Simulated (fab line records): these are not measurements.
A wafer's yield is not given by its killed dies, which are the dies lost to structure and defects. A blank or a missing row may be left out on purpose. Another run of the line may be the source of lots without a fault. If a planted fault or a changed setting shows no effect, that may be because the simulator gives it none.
fab line records | flow sky130
record: lots: 6 wafers: 18 lastDay: 50
route steps=708 shown METAL3@555 PAD_OPEN@708
lots that met no fault: from a run of the same line without faults
startH: hours from the record's first day to the start of the lot's first wafer shown | waitH: hours elapsed since this lot's preceding step | " unchanged from the row above | L1.1+2: one row covering several wafers at once | - no value, or no start given | * or withheld: withheld | < > ~ a bound
route shown NAME@n: NAME is a module with steps in the file, n the number in the route of the first one | usual: mean and standard deviation over wafers with no fault | same: alike in all rows | chamber/n: place in a boat | sites: per-site readings | _std_site: standard deviation of those values | _edge_site: outer sites' mean less inner sites' | radiusMm: for every site, how far away it sits from the centre of the wafer | mask NAME#n: copy n | behind: tool/chamber where the wafer was last shaped | hold: reason for holding the lot/hours on hold/outcome of the hold | device: which transistor (n, p or np) failed to switch | end of line: the route-end tests of the same wafers | where a step has no rows: the recipe by itself | killed: at the first sort, the dies lost to defects and structure; wafer yield is something else | map: per-die view of a wafer (x killed, . not killed, _ where there is no die)
set.NAME: the setting that was run; set.NAME@STEP: the one run at that earlier step | model.NAME: the simulator's own value behind a step, which no gauge read
lots at some steps of the route; a table a step, a row a wafer
services: from which hour (startH, from the record's first day; less than 0 if before it) a tool's chamber was out of use, for how many hours, and why
== steps ==
step: SKY_METAL3_DEHYDRATE_05
recipe: tempC: 200 timeS: 60
step: SKY_METAL3_HMDS_06
recipe: primeTimeS: 60 primeTempC: 120
step: SKY_METAL3_COAT_07
recipe: resist: BARC tempC: withheld timeS: withheld spinRpm: 3000 resistThkNm: 60
step: SKY_METAL3_COAT_08
recipe: resist: KrF-thick spinRpm: 3000 resistThkNm: 1140
step: SKY_METAL3_SOFTBAKE_09
recipe: tempC: 100 timeS: 90 resist: KrF-thick
step: SKY_METAL3_EXPOSE_10
recipe: maskId: MM3 na: 0.68 sourceShape: annular sigmaInner: 0.4 sigmaOuter: 0.8 targetCdNm: 300 doseMj: 28
step: SKY_METAL3_PEB_11
recipe: pebTempC: withheld pebTimeS: withheld resist: KrF-thick
step: SKY_METAL3_DEVELOP_12
recipe: developTimeS: 60 resist: KrF-thick devTempC: 21
step: SKY_METAL3_CD_MEAS_13
recipe: targetCdNm: 300
usual: cdNm: 300.0/1.2
columns lot.wafer tool chamber startH waitH cdNm
L452.2 cdSem-02 - 914.89 - 299.5
L452.3 " - " " 300.0
L452.4 " - " " 299.9
L453.1 cdSem-02 - 917.07 - 300.2
L453.2 " - " " 298.1
L453.6 " - " " 298.9
L465.1 cdSem-01 - 1011.32 - 299.5
L465.2 " - " " 299.6
L465.5 " - " " 300.0
L464.1 cdSem-02 - 1012.28 - 299.3
L464.3 " - " " 299.4
L464.4 " - " " 300.5
L469.1 cdSem-02 - 1028.83 - 298.2
L469.2 " - " " 300.4
L469.6 " - " " 298.3
L474.2 cdSem-01 - 1054.80 - 298.7
L474.3 " - " " 298.4
L474.5 " - " " 299.0
step: SKY_METAL3_OVL_MEAS_14
usual: METAL3_OVL: 3/4.4
columns lot.wafer tool chamber startH waitH METAL3_OVL[nm]
L452.2 overlay-02 - 915.00 0.1 2
L452.3 " - " " 6
L452.4 " - " " -3
L453.1 overlay-01 - 917.19 0.1 9
L453.2 " - " " 11
L453.6 " - " " 9
L465.1 overlay-01 - 1011.44 0.1 2
L465.2 " - " " 2
L465.5 " - " " 1
L464.1 overlay-01 - 1012.40 0.1 -3
L464.3 " - " " 2
L464.4 " - " " 5
L469.1 overlay-01 - 1028.95 0.1 6
L469.2 " - " " -1
L469.6 " - " " -6
L474.2 overlay-01 - 1054.91 0.1 0
L474.3 " - " " 2
L474.5 " - " " 0
step: SKY_METAL3_DESCUM_15
recipe: chemistry: O2 sourcePowerW: 150 biasPowerW: 0 pressureMtorr: 10 tempC: 40 timeS: 8
usual: drypumpMotorCurrentA: 5.5/0.39 oesProductAu: 1.001/0.014
columns lot.wafer tool chamber startH waitH drypumpMotorCurrentA oesProductAu rfHoursCounterH
L452.2 rieMetal-01 1 915.04 0.0 5.0 0.995 -
L452.3 " 1 " " 5.0 0.986 -
L452.4 " 1 " " 5.0 0.999 -
L453.1 rieMetal-02 0 917.23 0.0 5.8 1.042 8
L453.2 " 1 " " 5.0 1.032 11
L453.6 " 0 " " 5.8 1.030 -
L465.1 rieMetal-04 0 1011.48 0.0 5.9 0.982 16
L465.2 " 1 " " 5.7 0.992 4
L465.5 " 0 " " 5.9 0.986 -
L464.1 rieMetal-04 0 1012.44 0.0 5.9 0.980 16
L464.3 " 1 " " 5.6 0.973 -
L464.4 " 0 " " 5.9 0.985 -
L469.1 rieMetal-01 0 1028.99 0.0 5.9 1.011 6
L469.2 " 1 " " 4.9 1.001 13
L469.6 " 1 " " 5.0 1.014 -
L474.2 rieMetal-04 0 1054.94 0.0 5.9 0.995 19
L474.3 " 0 " " 5.9 0.990 -
L474.5 " 1 " " 5.7 0.998 -
step: SKY_METAL3_ETCH_16
recipe: chemistry: N2/H2 target: BARC ionEnergyEv: 200 biasW: 100 pressureMtorr: 30 n2FlowSccm: 100 h2FlowSccm: 200 icpW: 500 stopOn: SiO2 timeS: 88.2 targetDepthA: 600
usual: biasW: 99.94/0.29 chamberPressureMTorr: 29.996/0.028 drypumpMotorCurrentA: 5.5/0.39 n2FlowSccm: 100.0/0.32 oesProductAu: 0.626/0.0044 throttleValvePct: 13.204/0.0095
columns lot.wafer tool chamber startH waitH biasW chamberPressureMTorr drypumpMotorCurrentA n2FlowSccm oesProductAu rfHoursCounterH throttleValvePct
L452.2 rieMetal-01 1 915.12 0.1 100.31 30.053 4.9 100.3 0.615 - 13.202
L452.3 " 1 " " 99.74 30.015 5.0 100.0 0.630 - 13.204
L452.4 " 1 " " 99.72 29.977 5.0 99.8 0.625 - 13.207
L453.1 rieMetal-02 0 917.26 0.0 99.58 29.979 5.8 99.8 0.619 8 13.197
L453.2 " 1 " " 99.96 29.990 5.0 100.6 0.632 11 13.188
L453.6 " 0 " " 99.36 29.992 5.8 100.1 0.626 - 13.211
L465.1 rieMetal-04 0 1011.51 0.0 100.45 30.024 5.9 99.6 0.622 16 13.194
L465.2 " 1 " " 99.45 30.011 5.7 100.2 0.629 4 13.207
L465.5 " 0 " " 99.80 30.023 5.9 100.1 0.617 - 13.209
L464.1 rieMetal-04 0 1012.47 0.0 100.03 29.987 5.9 100.2 0.622 16 13.206
L464.3 " 1 " " 100.42 29.978 5.7 100.2 0.627 - 13.215
L464.4 " 0 " " 100.50 29.989 5.9 99.7 0.616 - 13.207
L469.1 rieMetal-01 0 1029.02 0.0 99.70 29.966 5.9 100.2 0.630 6 13.212
L469.2 " 1 " " 99.93 29.999 5.0 100.0 0.623 13 13.218
L469.6 " 1 " " 99.71 29.980 5.0 99.2 0.621 - 13.189
L474.2 rieMetal-04 0 1054.97 0.0 99.87 29.959 5.9 99.6 0.633 19 13.197
L474.3 " 0 " " 100.55 30.014 5.9 99.9 0.624 - 13.209
L474.5 " 1 " " 100.11 29.950 5.7 100.3 0.621 - 13.197
step: SKY_METAL3_ETCH_17
recipe: target: SiO2 stopOn: TiN chemistry: C4F8/O2/Ar sourceW: 1500 biasW: 1200 pressureMtorr: 40 c4f8FlowSccm: withheld O2_flow_sccm: 6 Ar_flow_sccm: 300 timeS: 3.9 targetDepthA: 150
usual: biasW: 1200/4 chamberPressureMTorr: 40.000/0.03 oesProductAu: 0.754/0.0082
columns lot.wafer tool chamber startH waitH biasW chamberPressureMTorr oesProductAu
L452.2 rieDiel-01 0 915.29 0.1 1199 39.977 0.764
L452.3 " 1 " " 1198 39.955 0.757
L452.4 " 3 " " 1206 40.017 0.754
L453.1 rieDiel-04 3 917.36 0.1 1200 40.019 0.746
L453.2 " 0 " " 1199 39.951 0.752
L453.6 " 2 " " 1200 39.988 0.762
L465.1 rieDiel-04 3 1011.61 0.1 - - -
L465.2 " 2 " " - - -
L465.5 " 3 " " - - -
L464.1 rieDiel-04 2 1012.57 0.1 - - -
L464.3 " 3 " " - - -
L464.4 " 0 " " - - -
L469.1 rieDiel-04 0 1029.12 0.1 1193 40.007 0.755
L469.2 " 2 " " 1198 39.985 0.749
L469.6 " 1 " " 1200 39.988 0.762
L474.2 rieDiel-04 0 1055.07 0.1 1199 40.015 0.751
L474.3 " 2 " " 1199 40.026 0.753
L474.5 " 0 " " 1197 40.030 0.762
step: SKY_METAL3_METAL_ETCH_18
recipe: targetDepthA: 8450 stopOn: SiO2 overEtchFrac: 0.3 timeS: 183.1 chemistry: Cl2/BCl3 resistSidewallDeg: 88 pressureMtorr: 10 icpW: 900 biasW: 48.5 Cl2_flow_sccm: 60 bcl3FlowSccm: 30
usual: bcl3FlowSccm: 30.00/0.095 biasW: 48.49/0.16 drypumpMotorCurrentA: 5.5/0.42 oesProductAu: 0.864/0.0067 throttleValvePct: 22.265/0.0094
columns lot.wafer tool chamber startH waitH bcl3FlowSccm biasW drypumpMotorCurrentA oesProductAu rfHoursCounterH throttleValvePct
L452.2 rieMetal-04 0 915.36 0.1 30.08 48.29 5.9 0.849 - 22.265
L452.3 " 0 " " 30.13 48.69 5.9 0.852 - 22.279
L452.4 " 0 " " 30.13 48.49 5.9 0.870 - 22.274
L453.1 rieMetal-01 1 917.38 0.0 29.95 48.62 5.0 0.862 6 22.245
L453.2 " 1 " " 29.96 48.55 4.9 0.859 - 22.281
L453.6 " 1 " " 29.90 48.50 5.0 0.866 - 22.264
L465.1 rieMetal-02 0 1011.63 0.0 30.05 48.34 5.8 0.861 13 22.275
L465.2 " 1 " " 29.95 48.33 5.0 0.864 16 22.254
L465.5 " 1 " " 30.01 48.66 5.0 0.852 - 22.275
L464.1 rieMetal-02 1 1012.59 0.0 29.88 48.73 5.0 0.862 16 22.255
L464.3 " 0 " " 29.93 48.32 5.8 0.858 - 22.273
L464.4 " 1 " " 29.89 48.69 5.0 0.858 - 22.261
L469.1 rieMetal-02 1 1029.14 0.0 30.06 48.34 5.0 0.870 17 22.240
L469.2 " 0 " " 30.01 48.65 5.8 0.868 14 22.275
L469.6 " 0 " " 29.98 48.73 5.8 0.866 - 22.261
L474.2 rieMetal-02 1 1055.09 0.0 29.95 48.69 5.0 0.858 18 22.266
L474.3 " 0 " " 30.20 48.38 5.8 0.856 - 22.264
L474.5 " 1 " " 29.93 48.54 5.0 0.866 - 22.272
step: SKY_PAD_OPEN_PROBE_99
usual: defectLimitedYield: 82.5/2 killed_at_M0_to_M3: 44/7.7 killed_at_M4_up: 3.0/1.9 killedAtContacts: 25/5.6 killedAtFrontEnd: 15/4.6 killedAtOther: 0.3/0.47 killedDies: 86/9.9 killedOnRim: 17/3.6 killedOpen: 47/7.4 killedShort: 39/5.9 sort_bin_3_pad_short: 0.8/0.37 sort_bin_5_function: 10.4/1.5 sort_bin_6_memory: 6.3/1 sortNPass: 406/9.9 sortYieldPct: 82.5/2
same: grossDies: 492 killedAtBackSide: 0 sort_bin_4_leakage[%]: 0 sort_bin_8_speed[%]: 0
columns lot.wafer tool chamber startH waitH defectLimitedYield[%] killed_at_M0_to_M3 killed_at_M4_up killedAtContacts killedAtFrontEnd killedAtOther killedDies killedOnRim killedOpen killedShort sort_bin_3_pad_short[%] sort_bin_5_function[%] sort_bin_6_memory[%] sortNPass sortYieldPct[%]
L452.2 prober-02 - 1086.95 0.1 84.1 32 1 25 20 0 78 17 50 28 0.6 9.3 5.9 414 84.1
L452.3 prober-02 - 1087.00 0.2 84.1 43 4 21 10 0 78 16 42 36 0.2 10.6 5.1 414 84.1
L452.4 prober-02 - 1087.05 0.2 80.3 50 4 29 14 0 97 22 51 46 0.6 11.6 7.5 395 80.3
L453.1 prober-01 - 1090.66 0.1 82.9 45 2 22 15 0 84 14 45 39 0.4 10.0 6.7 408 82.9
L453.2 prober-01 - 1090.71 0.1 80.5 49 4 26 17 0 96 18 57 39 0.4 11.4 7.7 396 80.5
L453.6 prober-01 - 1090.91 0.2 84.6 35 4 20 17 0 76 18 38 38 0.8 8.3 6.3 416 84.6
L465.1 prober-02 - 1165.64 0.1 0 446 6 21 19 0 492 96 45 48 0.6 91.7 7.7 0 0
L465.2 prober-02 - 1165.69 0.1 0 443 4 28 17 0 492 96 53 33 1.0 94.1 4.9 0 0
L465.5 prober-02 - 1165.84 0.2 0 441 5 36 10 0 492 96 62 34 1.0 92.1 6.9 0 0
L464.1 prober-02 - 1165.98 0.1 0 452 1 24 14 1 492 96 49 37 0.8 92.3 6.9 0 0
L464.3 prober-02 - 1166.08 0.2 0 451 3 18 19 1 492 96 48 34 1.0 92.1 6.9 0 0
L464.4 prober-02 - 1166.13 0.2 0 454 4 22 12 0 492 96 48 47 0.8 91.1 8.1 0 0
L469.1 prober-02 - 1179.72 0.1 81.7 37 2 31 20 0 90 21 51 39 0.6 10.2 7.5 402 81.7
L469.2 prober-02 - 1179.77 0.1 85.0 45 2 19 8 0 74 15 36 38 0.2 9.3 5.5 418 85.0
L469.6 prober-02 - 1179.97 0.2 82.3 50 0 21 16 0 87 17 46 41 1.0 10.2 6.5 405 82.3
killed by level:class
L452.2 CONTACT:geometricParticle:open=12 LI_CONTACT:geometricParticle:open=7 FIELD_ISO:geometricParticle:open=6 VIA1:geometricParticle:short=6 VIA2:geometricParticle:open=5 VIA3:geometricParticle:open=5 POLY_CUT:geometricParticle:open=4 LOCAL_INTERCONNECT:geometricParticle:short=4
L452.3 VIA1:geometricParticle:open=11 CONTACT:geometricParticle:open=10 METAL1:geometricParticle:short=6 VIA3:geometricParticle:open=6 VIA3:geometricParticle:short=5 LI_CONTACT:geometricParticle:open=4 FIELD_ISO:geometricParticle:open=3 POLY_GATE:geometricParticle:short=3
L452.4 CONTACT:geometricParticle:open=12 VIA1:geometricParticle:open=12 METAL1:geometricParticle:short=10 POLY_GATE:geometricParticle:open=7 LI_CONTACT:geometricParticle:open=6 METAL2:geometricParticle:short=6 CONTACT:geometricParticle:short=5 VIA1:geometricParticle:short=5
L453.1 VIA1:geometricParticle:open=14 LI_CONTACT:geometricParticle:open=7 VIA2:geometricParticle:open=6 CONTACT:geometricParticle:short=6 VIA1:geometricParticle:short=6 METAL2:geometricParticle:short=6 POLY_GATE:geometricParticle:short=5 VIA3:geometricParticle:open=5
L453.2 CONTACT:geometricParticle:open=12 VIA3:geometricParticle:open=10 VIA1:geometricParticle:open=9 VIA2:geometricParticle:open=9 METAL2:geometricParticle:short=6 POLY_GATE:geometricParticle:open=5 POLY_GATE:geometricParticle:short=4 CONTACT:geometricParticle:short=4
L453.6 VIA1:geometricParticle:open=13 LOCAL_INTERCONNECT:geometricParticle:short=7 POLY_GATE:geometricParticle:short=6 VIA2:geometricParticle:short=6 CONTACT:geometricParticle:open=5 VIA2:geometricParticle:open=5 FIELD_ISO:geometricParticle:open=3 FIELD_ISO:geometricParticle:short=3
L465.1 METAL3:areaEtch=399 VIA1:geometricParticle:open=12 FIELD_ISO:geometricParticle:short=9 CONTACT:geometricParticle:open=9 VIA2:geometricParticle:open=9 METAL1:geometricParticle:short=6 VIA1:geometricParticle:short=5 LI_CONTACT:geometricParticle:open=4
L465.2 METAL3:areaEtch=406 CONTACT:geometricParticle:open=12 VIA1:geometricParticle:open=9 VIA2:geometricParticle:open=8 LI_CONTACT:geometricParticle:open=7 VIA3:geometricParticle:open=6 METAL2:geometricParticle:short=5 FIELD_ISO:geometricParticle:short=4
L465.5 METAL3:areaEtch=396 CONTACT:geometricParticle:open=13 LI_CONTACT:geometricParticle:open=12 VIA1:geometricParticle:open=9 VIA2:geometricParticle:open=9 VIA3:geometricParticle:open=9 METAL1:geometricParticle:short=6 LOCAL_INTERCONNECT:geometricParticle:short=4
L464.1 METAL3:areaEtch=406 VIA1:geometricParticle:open=11 CONTACT:geometricParticle:open=11 METAL1:geometricParticle:short=7 METAL2:geometricParticle:short=7 LI_CONTACT:geometricParticle:open=6 VIA3:geometricParticle:open=6 FIELD_ISO:geometricParticle:short=5
L464.3 METAL3:areaEtch=410 VIA3:geometricParticle:open=8 VIA1:geometricParticle:open=8 METAL2:geometricParticle:short=7 CONTACT:geometricParticle:open=6 POLY_GATE:geometricParticle:open=5 LI_CONTACT:geometricParticle:open=5 VIA2:geometricParticle:open=5
L464.4 METAL3:areaEtch=397 VIA1:geometricParticle:open=14 METAL1:geometricParticle:short=12 VIA3:geometricParticle:open=8 LOCAL_INTERCONNECT:geometricParticle:short=7 VIA2:geometricParticle:open=7 CONTACT:geometricParticle:open=6 VIA1:geometricParticle:short=5
L469.1 CONTACT:geometricParticle:open=12 VIA2:geometricParticle:open=9 LI_CONTACT:geometricParticle:open=8 POLY_GATE:geometricParticle:short=7 METAL2:geometricParticle:short=7 VIA3:geometricParticle:open=6 LI_CONTACT:geometricParticle:short=6 FIELD_ISO:geometricParticle:open=5
L469.2 VIA1:geometricParticle:open=16 VIA1:geometricParticle:short=7 CONTACT:geometricParticle:open=6 VIA2:geometricParticle:open=6 CONTACT:geometricParticle:short=5 VIA2:geometricParticle:short=5 METAL3:geometricParticle:short=4 SONOS_ONO:geometricParticle:short=3
L469.6 CONTACT:geometricParticle:open=9 VIA2:geometricParticle:open=8 VIA1:geometricParticle:short=7 VIA1:geometricParticle:open=7 VIA3:geometricParticle:open=6 POLY_GATE:geometricParticle:short=5 LI_CONTACT:geometricParticle:open=5 VIA3:geometricParticle:short=5
map L464.1 (x killed, . not)
__________xxxxxxxxxx_________
________xxxxxxxxxxxxxx_______
______xxxxxxxxxxxxxxxxxx_____
_____xxxxxxxxxxxxxxxxxxxx____
____xxxxxxxxxxxxxxxxxxxxxx___
___xxxxxxxxxxxxxxxxxxxxxxxx__
__xxxxxxxxxxxxxxxxxxxxxxxxxx_
_xxxxxxxxxxxxxxxxxxxxxxxxxxxx
_xxxxxxxxxxxxxxxxxxxxxxxxxxxx
_xxxxxxxxxxxxxxxxxxxxxxxxxxxx
_xxxxxxxxxxxxxxxxxxxxxxxxxxxx
_xxxxxxxxxxxxxxxxxxxxxxxxxxxx
_xxxxxxxxxxxxxxxxxxxxxxxxxxxx
_xxxxxxxxxxxxxxxxxxxxxxxxxxxx
_xxxxxxxxxxxxxxxxxxxxxxxxxxxx
__xxxxxxxxxxxxxxxxxxxxxxxxxx_
___xxxxxxxxxxxxxxxxxxxxxxxx__
____xxxxxxxxxxxxxxxxxxxxxx___
_____xxxxxxxxxxxxxxxxxxxx____
______xxxxxxxxxxxxxxxxxx_____
________xxxxxxxxxxxxxx_______
__________xxxxxxxxxx_________
map L465.1 (x killed, . not)
__________xxxxxxxxxx_________
________xxxxxxxxxxxxxx_______
______xxxxxxxxxxxxxxxxxx_____
_____xxxxxxxxxxxxxxxxxxxx____
____xxxxxxxxxxxxxxxxxxxxxx___
___xxxxxxxxxxxxxxxxxxxxxxxx__
__xxxxxxxxxxxxxxxxxxxxxxxxxx_
_xxxxxxxxxxxxxxxxxxxxxxxxxxxx
_xxxxxxxxxxxxxxxxxxxxxxxxxxxx
_xxxxxxxxxxxxxxxxxxxxxxxxxxxx
_xxxxxxxxxxxxxxxxxxxxxxxxxxxx
_xxxxxxxxxxxxxxxxxxxxxxxxxxxx
_xxxxxxxxxxxxxxxxxxxxxxxxxxxx
_xxxxxxxxxxxxxxxxxxxxxxxxxxxx
_xxxxxxxxxxxxxxxxxxxxxxxxxxxx
__xxxxxxxxxxxxxxxxxxxxxxxxxx_
___xxxxxxxxxxxxxxxxxxxxxxxx__
____xxxxxxxxxxxxxxxxxxxxxx___
_____xxxxxxxxxxxxxxxxxxxx____
______xxxxxxxxxxxxxxxxxx_____
________xxxxxxxxxxxxxx_______
__________xxxxxxxxxx_________
== services ==
columns tool chamber startH hours kind
rieMetal-02 - 895.91 0.3 repair
rieDiel-04 1 902.94 - clean
rieDiel-04 1 902.94 15.4 scheduledDown
rieDiel-04 1 902.94 15.4 ventCycle
rieMetal-01 0 904.23 - clean
rieMetal-01 0 904.23 21.7 scheduledDown
rieMetal-01 0 904.23 21.7 ventCycle
rieMetal-04 1 913.27 - clean
rieMetal-04 1 913.27 21.2 scheduledDown
rieMetal-04 1 913.27 21.2 ventCycle
rieMetal-02 0 956.03 1.3 repair
rieDiel-04 3 1026.41 3.1 repair
rieDiel-04 - 1028.07 0.6 repair
rieDiel-01 - 1030.24 2.8 pm
rieDiel-04 3 1039.84 3.2 repair
rieDiel-01 3 1043.77 1.9 repair
rieDiel-04 2 1045.67 1.2 repair
rieMetal-04 1 1048.71 2.9 repair
== key ==
firstSign: step: SKY_METAL3_ETCH_17 reading: toolRecord direction: missing
effect: step: SKY_PAD_OPEN_PROBE_99 reading: sort_bin_5_function direction: up sigmas: 54 usual: 10.4 struck: 92.2
moreKillsBornAt: SKY_METAL3_ETCH_17@rieDiel-04: 2409
metAt SKY_METAL3_ETCH_17
struckWafers L464.1,L464.3,L464.4,L465.1,L465.2,L465.5
laterRowsLeftOut L464.1,L464.3,L464.4,L465.1,L465.2,L465.5
onsetBetween 917.36 1011.61
fault: kind: skippedStepWhole tool: rieDiel-04 chamber: - onsetH: 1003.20 steps: SKY_METAL3_ETCH_17 scope: struckLotsOnly
laterRowsLeftOut: the simulator's readings of these wafers behind a module that went badly wrong aren't trusted and aren't shown, but for the sort
